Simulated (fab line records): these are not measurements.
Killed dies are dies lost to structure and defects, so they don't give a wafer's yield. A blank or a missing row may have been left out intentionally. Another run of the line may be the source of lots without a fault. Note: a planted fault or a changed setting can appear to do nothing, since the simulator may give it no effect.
Which tool did it?    flow sky130    24 lots with 72 wafers sampled at 5 steps, on a route of 708 steps

WHAT THE GAUGES SHOWED, per wafer
SKY_SONOS_TUNNEL_CD_MEAS_07 targets a cd of 410 nm.
lot   measured      on         cd_nm (nm)
L074  day 11 04:14  cd_sem-01  409.7 411.2 408.6
L075  day 11 15:05  cd_sem-01  411.5 409.5 410.9
L076  day 11 22:50  cd_sem-01  414.5 414.5 415.5
L077  day 12 07:21  cd_sem-02  405.6 406.3 406.5
L078  day 12 14:29  cd_sem-02  411.2 411.0 410.6
L079  day 13 01:15  cd_sem-01  406.2 407.2 408.5
L080  day 13 02:11  cd_sem-01  408.4 407.1 406.9
L081  day 13 11:46  cd_sem-01  408.5 408.4 410.9
L082  day 13 21:25  cd_sem-01  409.0 407.8 408.8
L083  day 14 05:13  cd_sem-02  406.8 405.7 408.6
L084  day 14 11:16  cd_sem-01  412.0 411.8 410.1
L085  day 14 13:58  cd_sem-01  408.3 409.2 408.3
L086  day 15 01:02  cd_sem-02  410.7 409.2 411.1
L087  day 15 10:27  cd_sem-02  411.2 415.2 414.6
L088  day 15 15:59  cd_sem-02  409.3 411.1 409.4
L089  day 16 03:44  cd_sem-02  406.5 407.3 408.3
L090  day 16 18:01  cd_sem-02  411.7 413.2 414.4
L091  day 17 10:03  cd_sem-01  413.6 413.6 410.2
L092  day 17 10:41  cd_sem-02  415.4 415.1 414.1
L093  day 17 10:57  cd_sem-01  409.8 412.8 411.3
L094  day 17 22:02  cd_sem-02  410.2 410.4 410.8
L095  day 18 06:16  cd_sem-01  408.9 407.4 407.1
L096  day 18 15:39  cd_sem-01  408.4 408.3 409.7
L097  day 18 22:49  cd_sem-01  412.8 413.2 410.6

SKY_VIA1_CD_MEAS_12 targets a cd of 150 nm.
lot   measured      on         cd_nm (nm)
L074  day 34 04:13  cd_sem-01  150.3 148.4 149.9
L075  day 34 10:45  cd_sem-02  147.8 146.5 147.0
L076  day 34 10:50  cd_sem-01  149.9 149.1 149.1
L077  day 35 04:27  cd_sem-01  152.7 153.4 152.7
L078  day 35 09:19  cd_sem-01  147.1 146.1 148.6
L079  day 35 19:38  cd_sem-02  151.6 150.8 149.2
L080  day 35 22:37  cd_sem-02  149.2 148.1 150.3
L081  day 36 02:36  cd_sem-02  150.3 148.7 149.4
L082  day 36 13:48  cd_sem-02  150.9 151.7 151.1
L083  day 36 21:01  cd_sem-01  148.7 147.4 149.1
L084  day 37 06:01  cd_sem-02  151.4 150.5 149.6
L085  day 37 04:21  cd_sem-01  148.8 148.4 149.8
L086  day 37 13:23  cd_sem-02  152.9 153.3 151.5
L087  day 37 21:18  cd_sem-02  146.3 146.2 145.4
L088  day 38 01:32  cd_sem-02  150.5 148.6 150.3
L089  day 38 12:15  cd_sem-01  149.6 149.3 149.7
L090  day 38 23:26  cd_sem-01  149.4 149.1 149.7
L091  day 39 17:26  cd_sem-01  148.2 148.9 148.4
L092  day 39 19:42  cd_sem-02  152.1 150.1 148.9
L093  day 39 18:59  cd_sem-01  150.8 150.8 152.4
L094  day 39 22:23  cd_sem-02  148.5 148.8 149.8
L095  day 40 09:45  cd_sem-01  150.9 150.8 150.3
L096  day 40 16:38  cd_sem-01  150.1 148.9 147.9
L097  day 40 22:32  cd_sem-01  149.4 148.9 149.0

SKY_CAP2M_OVL_MEAS_12.
lot   measured      on          CAP2M_OVL (nm)
L074  day 40 22:47  overlay-02  2.0 1.4 2.1
L075  day 41 01:33  overlay-01  0.4 0.2 -0.4
L076  day 41 04:44  overlay-02  0.5 1.3 -0.3
L077  day 41 18:55  overlay-02  0.0 1.4 0.4
L078  day 41 23:44  overlay-01  0.6 0.4 -0.9
L079  day 42 10:44  overlay-01  0.6 2.7 2.2
L080  day 42 11:20  overlay-02  1.9 2.7 -0.4
L081  day 42 16:23  overlay-01  -0.5 0.2 0.0
L082  day 43 01:25  overlay-01  2.2 4.0 3.3
L083  day 43 09:28  overlay-02  -1.2 -1.0 0.6
L084  day 43 17:26  overlay-01  1.8 2.5 3.2
L085  day 43 12:57  overlay-01  1.3 2.0 2.7
L086  day 43 22:31  overlay-02  0.8 1.6 0.7
L087  day 44 07:33  overlay-02  1.1 1.8 2.4
L088  day 44 07:56  overlay-02  1.4 0.9 2.0
L089  day 44 18:10  overlay-01  1.9 0.1 2.0
L090  day 45 05:22  overlay-02  3.5 4.5 3.6
L091  day 45 19:25  overlay-02  1.6 0.7 -0.1
L092  day 45 21:26  overlay-02  1.2 2.3 0.8
L093  day 45 21:08  overlay-01  2.7 1.8 0.0
L094  day 46 01:44  overlay-01  1.6 -1.4 2.3
L095  day 46 09:52  overlay-02  3.5 2.7 1.6
L096  day 46 17:30  overlay-02  0.0 0.5 1.0
L097  day 46 21:16  overlay-01  1.8 2.2 2.5

WHAT TOOL EACH LOT RAN ON (gives the tool, then ch and the chambers of the sampled wafers, and finally the start)
lot   SKY_METAL2_SPUTTER_04         SKY_METAL4_SPUTTER_01
L074  pvd_sputter-04, day 34 05:47  pvd_sputter-01, day 39 22:17
L075  pvd_sputter-04, day 34 12:20  pvd_sputter-03, day 40 01:22
L076  pvd_sputter-03, day 34 12:23  pvd_sputter-03, day 40 05:22
L077  pvd_sputter-04, day 35 06:01  pvd_sputter-03, day 40 18:49
L078  pvd_sputter-02, day 35 10:49  pvd_sputter-02, day 41 00:23
L079  pvd_sputter-03, day 35 21:12  pvd_sputter-03, day 41 11:15
L080  pvd_sputter-02, day 36 00:09  pvd_sputter-01, day 41 12:23
L081  pvd_sputter-04, day 36 04:13  pvd_sputter-03, day 41 17:05
L082  pvd_sputter-03, day 36 15:40  pvd_sputter-02, day 42 02:31
L083  pvd_sputter-04, day 36 22:32  pvd_sputter-02, day 42 09:53
L084  pvd_sputter-03, day 37 07:35  pvd_sputter-03, day 42 18:19
L085  pvd_sputter-02, day 37 05:55  pvd_sputter-03, day 42 14:16
L086  pvd_sputter-04, day 37 14:59  pvd_sputter-02, day 42 23:44
L087  pvd_sputter-04, day 37 23:04  pvd_sputter-01, day 43 08:53
L088  pvd_sputter-03, day 38 03:05  pvd_sputter-03, day 43 09:18
L089  pvd_sputter-03, day 38 13:51  pvd_sputter-01, day 43 20:22
L090  pvd_sputter-03, day 39 04:51  pvd_sputter-02, day 44 08:30
L091  pvd_sputter-04, day 39 19:02  pvd_sputter-02, day 44 22:14
L092  pvd_sputter-04, day 39 21:15  pvd_sputter-01, day 45 00:05
L093  pvd_sputter-03, day 39 20:34  pvd_sputter-01, day 44 23:31
L094  pvd_sputter-04, day 39 23:53  pvd_sputter-02, day 45 03:58
L095  pvd_sputter-02, day 40 11:19  pvd_sputter-03, day 45 12:29
L096  pvd_sputter-02, day 40 18:17  pvd_sputter-01, day 45 20:56
L097  pvd_sputter-03, day 41 00:04  pvd_sputter-01, day 46 00:23
- SKY_METAL2_SPUTTER_04: material TiN, target thk 70 nm, time 58.3 s.
- SKY_METAL4_SPUTTER_01: material TiN, target thk 20 nm, time 16.7 s.

WHAT THE TOOLS THEMSELVES READ (means of the sampled wafers that have a number; where no wafer has one, the mark that the record gives instead)
SKY_METAL2_SPUTTER_04.
lot   tool            throttle_valve_pct (%)
L074  pvd_sputter-04  30.8
L075  pvd_sputter-04  30.7
L076  pvd_sputter-03  31.2
L077  pvd_sputter-04  30.7
L078  pvd_sputter-02  29.6
L079  pvd_sputter-03  30.5
L080  pvd_sputter-02  29.8
L081  pvd_sputter-04  30.0
L082  pvd_sputter-03  31.4
L083  pvd_sputter-04  30.1
L084  pvd_sputter-03  30.5
L085  pvd_sputter-02  30.5
L086  pvd_sputter-04  31.1
L087  pvd_sputter-04  30.1
L088  pvd_sputter-03  30.6
L089  pvd_sputter-03  30.1
L090  pvd_sputter-03  30.0
L091  pvd_sputter-04  30.7
L092  pvd_sputter-04  30.0
L093  pvd_sputter-03  31.2
L094  pvd_sputter-04  30.2
L095  pvd_sputter-02  30.2
L096  pvd_sputter-02  29.7
L097  pvd_sputter-03  29.8

SKY_METAL4_SPUTTER_01.
lot   tool            throttle_valve_pct (%)
L074  pvd_sputter-01  29.3
L075  pvd_sputter-03  30.4
L076  pvd_sputter-03  30.4
L077  pvd_sputter-03  30.5
L078  pvd_sputter-02  29.2
L079  pvd_sputter-03  31.2
L080  pvd_sputter-01  29.1
L081  pvd_sputter-03  30.0
L082  pvd_sputter-02  30.5
L083  pvd_sputter-02  30.0
L084  pvd_sputter-03  29.9
L085  pvd_sputter-03  30.8
L086  pvd_sputter-02  30.2
L087  pvd_sputter-01  29.3
L088  pvd_sputter-03  30.7
L089  pvd_sputter-01  29.2
L090  pvd_sputter-02  30.2
L091  pvd_sputter-02  30.2
L092  pvd_sputter-01  29.4
L093  pvd_sputter-01  29.7
L094  pvd_sputter-02  30.7
L095  pvd_sputter-03  30.6
L096  pvd_sputter-01  29.7
L097  pvd_sputter-01  29.9

THE ANSWER, worked out from the rows above alone
Rule: the usual values come from the lots themselves. Put in order of their means at a reading, lots are off if they are a third of the lots or fewer, leave a main group of 4 or more, and stand apart from it by a gap of 3 or more times the standard deviation of the main group's means; of several such gaps the widest counts. A main group is skipped when, at the precision printed for the reading in the tables above, its means are all equal. Also off: a lot with no number at a reading for which 4 or more lots have one. Where the step has rows for the other lots, those lots are counted as sound. The gauges are gone through in route order, then the tools' own readings, and for those a lot's mean is taken as printed above. At the first step where some lot is off, the reading lying furthest off is the one used; lots without a number count as furthest.
Across all readings shown, no lot is off: no conclusion can be drawn from this.

WHAT THE SIMULATOR PUT IN
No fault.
